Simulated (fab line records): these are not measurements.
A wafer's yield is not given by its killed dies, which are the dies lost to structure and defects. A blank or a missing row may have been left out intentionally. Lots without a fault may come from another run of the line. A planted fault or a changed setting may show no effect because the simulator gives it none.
fab line records	flow sky130
[record] lots = 6	wafers = 18	last_day = 50
route steps=708 shown NWELL@66 PWDE@84 VT_ADJUST_HVTP@85 PAD_OPEN@708
lots with no fault: from the same line, run without faults
start_h: hours from the record's first day to the start of the lot's first wafer shown	wait_h: hours since the lot's step before	" repeats the value in the row above	L1.1+2: a single row standing in for several wafers	- no value present, or no start provided	* or withheld: withheld	< > ~ a bound
route shown NAME@n: NAME is a module with steps in the file, n the number in the route of the first one	usual: mean/standard deviation taken from wafers without a fault	same: alike in all rows	chamber/n: place in a boat	sites: each site's reading	_std_site: their standard deviation	_edge_site: outer sites' mean less inner sites'	radius_mm: for every site, how far away it sits from the centre of the wafer	mask NAME#n: copy n	behind: the most recent tool/chamber to have shaped the wafer	hold: what put the lot on hold/how long, in hours/how the hold closed	device: transistor that didn't switch, given as n, p or np	end of line: tests run on the same wafers once the route is complete	a step without rows: its recipe alone	killed: not the wafer's yield, but the dies lost to structure and defects at the first sort	map: shows each die of a wafer: x if killed, . if not, _ if none is there
set.NAME: the setting that was run; set.NAME@STEP: the one run at that earlier step	model.NAME: the simulator's own value behind a step, which no gauge read
lots seen at some steps along the route; tables by step, rows by wafer
services: a tool's chamber out of use, with start hour (start_h, from the record's first day; less than 0 if before it), hours out, and reason
[[steps]]
[step SKY_NWELL_IMPLANT_13]
[recipe] species = P	energy_kev = 50	dose_cm2 = 7e+11	tilt_deg = withheld
[step SKY_NWELL_STRIP_14]
[recipe] chemistry = O2/N2	power_w = 1400	pressure_mtorr = 1500	platen_temp_c = withheld	o2_flow_sccm = 3000	n2_flow_sccm = 300	overash_fraction = 0.5
[usual] chamber_pressure_mTorr = 1500.0/1.2	drypump_motor_current_A = 5.6/0.34	oes_product_au = 0.722/0.0047	strip_time_to_endpoint_s = 36.95/0.1
[same] overash_fraction = 0.5
lot.wafer	tool	chamber	start_h	wait_h	chamber_pressure_mTorr	drypump_motor_current_A	oes_product_au	rf_hours_counter_h	strip_time_to_endpoint_s
L196.1	plasma_asher-03	0	124.93	0.1	1499.8	5.7	0.724	43	36.80
L196.2	"	1	"	"	1498.4	5.3	0.715	43	36.78
L196.6	"	0	"	"	1501.1	5.7	0.722	-	36.94
L202.1	plasma_asher-04	0	163.52	0.1	1497.5	5.6	0.717	36	37.02
L202.2	"	1	"	"	1499.6	6.3	0.723	36	36.99
L202.4	"	0	"	"	1500.9	5.6	0.721	-	37.01
L203.4	plasma_asher-04	0	166.06	0.1	1500.3	5.6	0.712	-	37.08
L203.5	"	0	"	"	1500.5	5.6	0.717	-	37.00
L203.6	"	1	"	"	1499.6	6.3	0.726	-	37.09
L207.2	plasma_asher-01	1	187.97	0.1	1499.3	5.5	0.723	50	36.95
L207.4	"	1	"	"	1500.4	5.5	0.725	-	37.03
L207.5	"	0	"	"	1500.9	5.3	0.723	-	37.00
L208.4	plasma_asher-04	1	195.26	0.1	1501.3	6.3	0.717	-	37.00
L208.5	"	0	"	"	1501.2	5.5	0.723	-	37.07
L208.6	"	1	"	"	1500.6	6.3	0.720	-	37.01
L212.1	plasma_asher-01	1	218.42	0.1	1500.1	5.5	0.719	53	36.96
L212.3	"	1	"	"	1499.3	5.5	0.716	-	37.05
L212.5	"	0	"	"	1501.9	5.4	0.722	-	36.83
[step SKY_NWELL_TW_MEAS_15]
[usual] NWELL_TW = 1818/13
lot.wafer	tool	chamber	start_h	wait_h	NWELL_TW
L196.1	film_metro-02	-	125.03	0.1	1847
L196.2	"	-	"	"	1834
L196.6	"	-	"	"	1849
L202.1	film_metro-04	-	163.62	0.1	1807
L202.2	"	-	"	"	1802
L202.4	"	-	"	"	1809
L203.4	film_metro-03	-	166.16	0.1	1814
L203.5	"	-	"	"	1824
L203.6	"	-	"	"	1808
L207.2	film_metro-03	-	188.08	0.1	1817
L207.4	"	-	"	"	1821
L207.5	"	-	"	"	1823
L208.4	film_metro-03	-	195.36	0.1	1821
L208.5	"	-	"	"	1819
L208.6	"	-	"	"	1820
L212.1	film_metro-03	-	218.57	0.1	1821
L212.3	"	-	"	"	1826
L212.5	"	-	"	"	1830
[step SKY_NWELL_DEHYDRATE_16]
[recipe] temp_c = 200	time_s = 60
[step SKY_NWELL_HMDS_17]
[recipe] prime_time_s = 60	prime_temp_c = 120
[step SKY_NWELL_COAT_18]
[recipe] spin_rpm = 2000	resist_thk_nm = 3000
[step SKY_NWELL_SOFTBAKE_19]
[recipe] temp_c = 110	time_s = withheld
[step SKY_NWELL_EXPOSE_20]
[recipe] mask_id = NWM_COMPLEMENT	na = 0.6	source_shape = conventional	sigma_outer = 0.6	polarization = unpolarized	target_cd_nm = 840	dose_mj = 260
[step SKY_NWELL_PEB_21]
[recipe] temp_c = 115	time_s = withheld
[step SKY_NWELL_DEVELOP_22]
[recipe] wall_angle_deg = 90	developer = TMAH	develop_time_s = 60	dev_temp_c = 23
[step SKY_NWELL_OVL_MEAS_23]
[usual] NWELL_01_OVL = -0.8/1.6
lot.wafer	tool	chamber	start_h	wait_h	NWELL_01_OVL[nm]
L196.1	overlay-01	-	144.33	-	-1.6
L196.2	"	-	"	"	-1.8
L196.6	"	-	"	"	0.1
L202.1	overlay-02	-	184.04	-	0.9
L202.2	"	-	"	"	0.5
L202.4	"	-	"	"	0.4
L203.4	overlay-02	-	185.21	-	-3.5
L203.5	"	-	"	"	-2.7
L203.6	"	-	"	"	-3.4
L207.2	overlay-02	-	208.85	-	0.0
L207.4	"	-	"	"	-0.4
L207.5	"	-	"	"	-1.2
L208.4	overlay-01	-	217.60	-	-1.3
L208.5	"	-	"	"	-1.8
L208.6	"	-	"	"	0.3
L212.1	overlay-01	-	241.03	-	0.9
L212.3	"	-	"	"	0.3
L212.5	"	-	"	"	1.0
[step SKY_NWELL_IMPLANT_24]
[recipe] species = B	energy_kev = 140	dose_cm2 = 9.2e+12	tilt_deg = withheld
[step SKY_NWELL_STRIP_25]
[recipe] chemistry = O2/N2	power_w = 1400	pressure_mtorr = 1500	platen_temp_c = withheld	o2_flow_sccm = 3000	n2_flow_sccm = 300	overash_fraction = 0.5
[usual] chamber_pressure_mTorr = 1500.0/1.3	drypump_motor_current_A = 5.6/0.36	oes_product_au = 0.722/0.0048	overash_fraction = 0.5/0	strip_time_to_endpoint_s = 36.92/0.086
lot.wafer	tool	chamber	start_h	wait_h	chamber_pressure_mTorr	drypump_motor_current_A	oes_product_au	overash_fraction	rf_hours_counter_h	strip_time_to_endpoint_s	model.coat_of_NWELL_COAT_18.thk_nm
L196.1	plasma_asher-03	0	144.52	0.1	1499.8	5.7	0.726	0.5	45	36.92	0
L196.2	"	1	"	"	1499.8	5.2	0.726	0.5	45	36.89	0
L196.6	"	1	"	"	1498.0	5.2	0.719	0.5	-	36.83	0
L202.1	plasma_asher-01	0	184.23	0.1	-	-	-	-	-	-	3001
L202.2	"	1	"	"	-	-	-	-	-	-	3008
L202.4	"	1	"	"	-	-	-	-	-	-	3007
L203.4	plasma_asher-03	1	185.41	0.1	-	-	-	-	-	-	2984
L203.5	"	0	"	"	-	-	-	-	-	-	2993
L203.6	"	1	"	"	-	-	-	-	-	-	2997
L207.2	plasma_asher-03	1	209.03	0.1	1499.0	5.3	0.723	0.5	52	36.80	0
L207.4	"	0	"	"	1497.8	5.7	0.726	0.5	-	36.81	0
L207.5	"	0	"	"	1500.7	5.7	0.712	0.5	-	36.79	0
L208.4	plasma_asher-03	1	217.80	0.1	1497.0	5.3	0.718	0.5	-	37.01	0
L208.5	"	0	"	"	1500.9	5.7	0.718	0.5	-	37.04	0
L208.6	"	1	"	"	1501.2	5.3	0.726	0.5	-	36.86	0
L212.1	plasma_asher-01	1	241.22	0.1	1498.2	5.5	0.719	0.5	55	37.07	0
L212.3	"	0	"	"	1499.0	5.3	0.721	0.5	-	36.99	0
L212.5	"	1	"	"	1499.3	5.5	0.722	0.5	-	37.02	0
[step SKY_NWELL_TW_MEAS_26]
[usual] NWELL_2_TW = 496/3.2
lot.wafer	tool	chamber	start_h	wait_h	NWELL_2_TW
L196.1	film_metro-02	-	144.62	0.1	499
L196.2	"	-	"	"	500
L196.6	"	-	"	"	497
L202.1	film_metro-04	-	184.33	0.1	490
L202.2	"	-	"	"	490
L202.4	"	-	"	"	493
L203.4	film_metro-03	-	185.51	0.1	500
L203.5	"	-	"	"	499
L203.6	"	-	"	"	497
L207.2	film_metro-03	-	209.14	0.1	496
L207.4	"	-	"	"	498
L207.5	"	-	"	"	497
L208.4	film_metro-03	-	218.00	0.2	500
L208.5	"	-	"	"	502
L208.6	"	-	"	"	502
L212.1	film_metro-04	-	241.32	0.1	491
L212.3	"	-	"	"	491
L212.5	"	-	"	"	494
[step SKY_NWELL_CLEAN_27]
[recipe] chemistry = SC1/SC2	mix = 1:4:20	temp_c = 70	time_s = 157.2	dry = n2_spin
[step SKY_NWELL_RTA_28]
[recipe] temp_c = 1050	time_s = 30	idle_temp_c = 650	ramp_up_c_per_s = 150	ramp_down_c_per_s = 90	ambient = N2
[usual] lamp_power_pct = 25.31/0.057	wafer_temp_C_max = 1054.9/1
[same] time_s = 30
lot.wafer	tool	chamber	start_h	wait_h	lamp_power_pct	wafer_temp_C_max
L196.1	rtp_anneal-02	0	144.73	0.0	25.38	1055.8
L196.2	"	0	"	"	25.34	1055.0
L196.6	"	0	"	"	25.37	1055.3
L202.1	rtp_anneal-01	0	184.44	0.0	25.33	1055.0
L202.2	"	0	"	"	25.20	1053.5
L202.4	"	0	"	"	25.26	1055.5
L203.4	rtp_anneal-01	0	185.69	0.1	25.22	1055.4
L203.5	"	0	"	"	25.24	1055.0
L203.6	"	0	"	"	25.39	1053.3
L207.2	rtp_anneal-01	0	209.26	0.0	25.33	1054.7
L207.4	"	0	"	"	25.28	1054.1
L207.5	"	0	"	"	25.34	1054.0
L208.4	rtp_anneal-01	0	218.13	0.1	25.17	1055.2
L208.5	"	0	"	"	25.29	1055.1
L208.6	"	0	"	"	25.31	1054.1
L212.1	rtp_anneal-02	0	241.43	0.0	25.31	1053.6
L212.3	"	0	"	"	25.34	1054.1
L212.5	"	0	"	"	25.37	1054.0
[step SKY_NWELL_RS_MEAS_29]
[recipe] thk_meas_gauge = four-point-probe
[usual] NWELL_RS = 624.4/1.7
lot.wafer	tool	chamber	start_h	wait_h	NWELL_RS[ohm/sq]
L196.1	film_metro-03	-	144.83	0.1	619.6
L196.2	"	-	"	"	621.5
L196.6	"	-	"	"	620.7
L202.1	film_metro-03	-	184.54	0.1	622.2
L202.2	"	-	"	"	621.2
L202.4	"	-	"	"	624.2
L203.4	film_metro-04	-	185.80	0.1	625.3
L203.5	"	-	"	"	624.9
L203.6	"	-	"	"	623.6
L207.2	film_metro-03	-	209.36	0.1	622.2
L207.4	"	-	"	"	625.4
L207.5	"	-	"	"	623.3
L208.4	film_metro-03	-	218.27	0.1	625.4
L208.5	"	-	"	"	627.0
L208.6	"	-	"	"	624.2
L212.1	film_metro-04	-	241.53	0.1	623.8
L212.3	"	-	"	"	624.4
L212.5	"	-	"	"	622.7
[step SKY_NWELL_RS_MEAS_31]
[recipe] thk_meas_gauge = four-point-probe
[usual] PWDE_RS = 5268/18
lot.wafer	tool	chamber	start_h	wait_h	PWDE_RS[ohm/sq]
L196.1	film_metro-03	-	145.07	0.1	5270
L196.2	"	-	"	"	5264
L196.6	"	-	"	"	5268
L202.1	film_metro-03	-	184.78	0.1	5284
L202.2	"	-	"	"	5312
L202.4	"	-	"	"	5333
L203.4	film_metro-04	-	186.04	0.1	5268
L203.5	"	-	"	"	5258
L203.6	"	-	"	"	5268
L207.2	film_metro-03	-	209.60	0.1	5302
L207.4	"	-	"	"	5291
L207.5	"	-	"	"	5279
L208.4	film_metro-03	-	218.51	0.1	5247
L208.5	"	-	"	"	5260
L208.6	"	-	"	"	5260
L212.1	film_metro-04	-	241.77	0.1	5250
L212.3	"	-	"	"	5259
L212.5	"	-	"	"	5258
[step SKY_VT_ADJUST_HVTP_DEHYDRATE_00]
[recipe] temp_c = 200	time_s = 60
[step SKY_VT_ADJUST_HVTP_HMDS_01]
[recipe] prime_time_s = 60	prime_temp_c = 120
[step SKY_VT_ADJUST_HVTP_COAT_02]
[recipe] resist = NOVOLAK	spin_rpm = 3000	resist_thk_nm = 1140
[step SKY_VT_ADJUST_HVTP_SOFTBAKE_03]
[recipe] temp_c = 90	time_s = 60	resist = NOVOLAK
[step SKY_VT_ADJUST_HVTP_EXPOSE_04]
[recipe] mask_id = HVTPM	na = 0.6	source_shape = conventional	sigma_outer = 0.6	polarization = unpolarized	target_cd_nm = 380	dose_mj = 140
[step SKY_VT_ADJUST_HVTP_PEB_05]
[recipe] temp_c = withheld	time_s = *	resist = NOVOLAK
[step SKY_VT_ADJUST_HVTP_DEVELOP_06]
[recipe] resist = NOVOLAK	developer = TMAH	develop_time_s = 60	dev_temp_c = 23
[step SKY_VT_ADJUST_HVTP_CD_MEAS_07]
[recipe] target_cd_nm = 380
[usual] cd_nm = 380.1/2.3
lot.wafer	tool	chamber	start_h	wait_h	cd_nm
L196.1	cd_sem-01	-	164.50	0.1	378.8
L196.2	"	-	"	"	377.9
L196.6	"	-	"	"	376.8
L202.1	cd_sem-02	-	205.99	0.1	382.8
L202.2	"	-	"	"	379.3
L202.4	"	-	"	"	380.2
L203.4	cd_sem-02	-	207.16	0.1	383.5
L203.5	"	-	"	"	381.8
L203.6	"	-	"	"	383.9
L207.2	cd_sem-02	-	231.71	0.1	380.7
L207.4	"	-	"	"	379.9
L207.5	"	-	"	"	379.7
L208.4	cd_sem-01	-	240.70	0.1	381.7
L208.5	"	-	"	"	380.9
L208.6	"	-	"	"	383.8
L212.1	cd_sem-02	-	264.69	0.1	379.2
L212.3	"	-	"	"	379.4
L212.5	"	-	"	"	381.5
[step SKY_VT_ADJUST_HVTP_OVL_MEAS_08]
[usual] VT_ADJUST_HVTP_OVL = 0.1/1.5
lot.wafer	tool	chamber	start_h	wait_h	VT_ADJUST_HVTP_OVL[nm]
L196.1	overlay-02	-	164.62	0.1	-0.2
L196.2	"	-	"	"	-1.0
L196.6	"	-	"	"	-1.4
L202.1	overlay-01	-	206.11	0.1	2.7
L202.2	"	-	"	"	1.9
L202.4	"	-	"	"	3.1
L203.4	overlay-02	-	207.23	0.1	-0.9
L203.5	"	-	"	"	-0.2
L203.6	"	-	"	"	0.8
L207.2	overlay-01	-	231.82	0.1	1.1
L207.4	"	-	"	"	-0.5
L207.5	"	-	"	"	-0.1
L208.4	overlay-02	-	240.78	0.1	-1.0
L208.5	"	-	"	"	-1.7
L208.6	"	-	"	"	-1.5
L212.1	overlay-02	-	264.81	0.1	-1.7
L212.3	"	-	"	"	-1.8
L212.5	"	-	"	"	-1.6
[step SKY_VT_ADJUST_HVTP_IMPLANT_09]
[recipe] species = As	energy_kev = 150	dose_cm2 = 4.3e+12	tilt_deg = withheld
[step SKY_VT_ADJUST_HVTP_STRIP_10]
[recipe] chemistry = O2/N2	power_w = 1400	pressure_mtorr = 1500	platen_temp_c = withheld	o2_flow_sccm = 3000	n2_flow_sccm = 300	overash_fraction = 0.5
[usual] chamber_pressure_mTorr = 1500.0/1.4	drypump_motor_current_A = 5.5/0.33	oes_product_au = 0.716/0.0045	strip_time_to_endpoint_s = 14.17/0.04
[same] overash_fraction = 0.5
lot.wafer	tool	chamber	start_h	wait_h	chamber_pressure_mTorr	drypump_motor_current_A	oes_product_au	rf_hours_counter_h	strip_time_to_endpoint_s
L196.1	plasma_asher-03	0	164.80	0.1	1499.5	5.7	0.718	47	14.19
L196.2	"	1	"	"	1499.0	5.2	0.713	47	14.20
L196.6	"	1	"	"	1500.6	5.3	0.713	-	14.13
L202.1	plasma_asher-03	1	206.30	0.1	1499.0	5.3	0.732	52	58.81
L202.2	"	0	"	"	1498.6	5.7	0.733	52	58.84
L202.4	"	1	"	"	1499.4	5.3	0.733	-	58.86
L203.4	plasma_asher-01	1	207.43	0.1	1500.9	5.5	0.727	-	58.43
L203.5	"	0	"	"	1497.9	5.4	0.725	-	58.59
L203.6	"	1	"	"	1501.1	5.5	0.735	-	58.63
L207.2	plasma_asher-02	1	232.00	0.1	1500.0	6.2	0.717	11	14.13
L207.4	"	0	"	"	1499.2	5.2	0.719	-	14.15
L207.5	"	1	"	"	1500.5	6.2	0.717	-	14.15
L208.4	plasma_asher-01	0	240.98	0.1	1501.3	5.4	0.715	-	14.21
L208.5	"	0	"	"	1500.6	5.4	0.711	-	14.21
L208.6	"	1	"	"	1499.4	5.5	0.709	-	14.19
L212.1	plasma_asher-01	1	265.00	0.1	1498.0	5.5	0.719	57	14.17
L212.3	"	0	"	"	1498.7	5.3	0.717	-	14.20
L212.5	"	0	"	"	1499.3	5.3	0.718	-	14.18
[step SKY_VT_ADJUST_HVTP_TW_MEAS_11]
[usual] VT_ADJUST_HVTP_TW = 1359/8.9
lot.wafer	tool	chamber	start_h	wait_h	hold	VT_ADJUST_HVTP_TW
L196.1	film_metro-01	-	164.90	0.1	-	1336
L196.2	"	-	"	"	-	1345
L196.6	"	-	"	"	-	1335
L202.1	film_metro-03	-	206.40	0.1	await_dispo/0.2h/release	30
L202.2	"	-	"	"	await_dispo/0.2h/release	30
L202.4	"	-	"	"	await_dispo/0.2h/release	30
L202.1	film_metro-03	-	206.62	0.2	-	30
L202.2	"	-	"	"	-	30
L202.4	"	-	"	"	-	30
L203.4	film_metro-01	-	207.53	0.1	await_dispo/0.2h/release	30
L203.5	"	-	"	"	await_dispo/0.2h/release	30
L203.6	"	-	"	"	await_dispo/0.2h/release	30
L203.4	film_metro-01	-	207.76	0.2	-	30
L203.5	"	-	"	"	-	30
L203.6	"	-	"	"	-	30
L207.2	film_metro-03	-	232.11	0.1	-	1358
L207.4	"	-	"	"	-	1363
L207.5	"	-	"	"	-	1367
L208.4	film_metro-03	-	241.08	0.1	-	1353
L208.5	"	-	"	"	-	1361
L208.6	"	-	"	"	-	1357
L212.1	film_metro-02	-	265.10	0.1	-	1370
L212.3	"	-	"	"	-	1362
L212.5	"	-	"	"	-	1365
[step SKY_PAD_OPEN_PROBE_99]
[usual] defect_limited_yield = 82.2/1.7	killed_at_M0_to_M3 = 44/6.3	killed_at_M4_up = 3.1/2	killed_at_contacts = 24/4.8	killed_at_front_end = 15/4.6	killed_at_other = 0.2/0.51	killed_dies = 87/8.4	killed_open = 48/6.4	killed_short = 39/5.9	sort_bin_3_pad_short = 0.9/0.41	sort_bin_5_function = 10.5/1.4	sort_bin_6_memory = 6.3/1.1	sort_n_pass = 405/8.4	sort_yield_pct = 82.2/1.7
[same] gross_dies = 492	killed_at_back_side = 0	sort_bin_4_leakage[%] = 0	sort_bin_8_speed[%] = 0
lot.wafer	tool	chamber	start_h	wait_h	defect_limited_yield[%]	killed_at_M0_to_M3	killed_at_M4_up	killed_at_contacts	killed_at_front_end	killed_at_other	killed_dies	killed_open	killed_short	sort_bin_3_pad_short[%]	sort_bin_5_function[%]	sort_bin_6_memory[%]	sort_n_pass	sort_yield_pct[%]
L207.2	prober-01	-	1176.38	0.1	82.9	47	4	21	12	0	84	43	41	1.2	9.8	6.1	408	82.9
L207.4	prober-01	-	1176.48	0.2	81.5	47	2	25	17	0	91	50	41	1.0	10.6	6.9	401	81.5
L207.5	prober-01	-	1176.53	0.2	83.5	43	2	25	11	0	81	43	38	0.6	9.8	6.1	411	83.5
// killed by level:class
L207.2 CONTACT:geometric_particle:open=11 VIA1:geometric_particle:open=11 VIA2:geometric_particle:open=6 VIA3:geometric_particle:open=5 METAL1:geometric_particle:short=5 VIA2:geometric_particle:short=4 METAL3:geometric_particle:short=4 VIA3:geometric_particle:short=4
L207.4 CONTACT:geometric_particle:open=15 VIA3:geometric_particle:open=8 VIA1:geometric_particle:open=8 METAL1:geometric_particle:short=7 FIELD_ISO:geometric_particle:short=6 FIELD_ISO:geometric_particle:open=6 VIA1:geometric_particle:short=6 CONTACT:geometric_particle:short=4
L207.5 CONTACT:geometric_particle:open=13 VIA1:geometric_particle:open=9 LI_CONTACT:geometric_particle:open=6 METAL1:geometric_particle:short=6 VIA1:geometric_particle:short=6 METAL2:geometric_particle:short=4 VIA2:geometric_particle:open=4 FIELD_ISO:geometric_particle:short=3
[[services]]
tool	chamber	start_h	hours	kind
plasma_asher-02	-	108.75	9.0	pm
plasma_asher-02	0	108.75	9.0	vent_cycle
plasma_asher-02	1	108.75	9.0	vent_cycle
plasma_asher-04	-	117.56	2.8	pm
plasma_asher-02	0	117.75	-	clean
plasma_asher-02	1	117.75	-	clean
plasma_asher-02	-	135.73	6.5	repair
plasma_asher-01	-	153.29	2.8	pm
rtp_anneal-02	-	169.66	4.0	pm
plasma_asher-03	-	258.69	12.5	repair
[[key]]
[first_sign] step = SKY_NWELL_STRIP_25	reading = tool_record	direction = missing
[effect] step = SKY_VT_ADJUST_HVTP_STRIP_10	reading = strip_time_to_endpoint_s	direction = up	sigmas = 99+	usual = *	struck = *
[effect] step = SKY_VT_ADJUST_HVTP_TW_MEAS_11	reading = visit	direction = added
[effect] step = SKY_VT_ADJUST_HVTP_TW_MEAS_11	reading = VT_ADJUST_HVTP_TW	direction = down	sigmas = 99+	usual = 1359	struck = 30
[model_effect] step = SKY_NWELL_STRIP_25	value = coat_of_NWELL_COAT_18.thk_nm	without = 0	struck = 2998
met_at SKY_NWELL_STRIP_25
struck_wafers L202.1,L202.2,L202.4,L203.4,L203.5,L203.6
scrapped_behind SKY_VT_ADJUST_HVTP_TW_MEAS_11 L202.1,L202.2,L202.4,L203.4,L203.5,L203.6
onset_between 144.52 184.23
[fault] kind = skipped_step_whole	tool = plasma_asher-01,plasma_asher-03	chamber = -	onset_h = 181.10	steps = SKY_NWELL_STRIP_25	scope = struck_lots_only
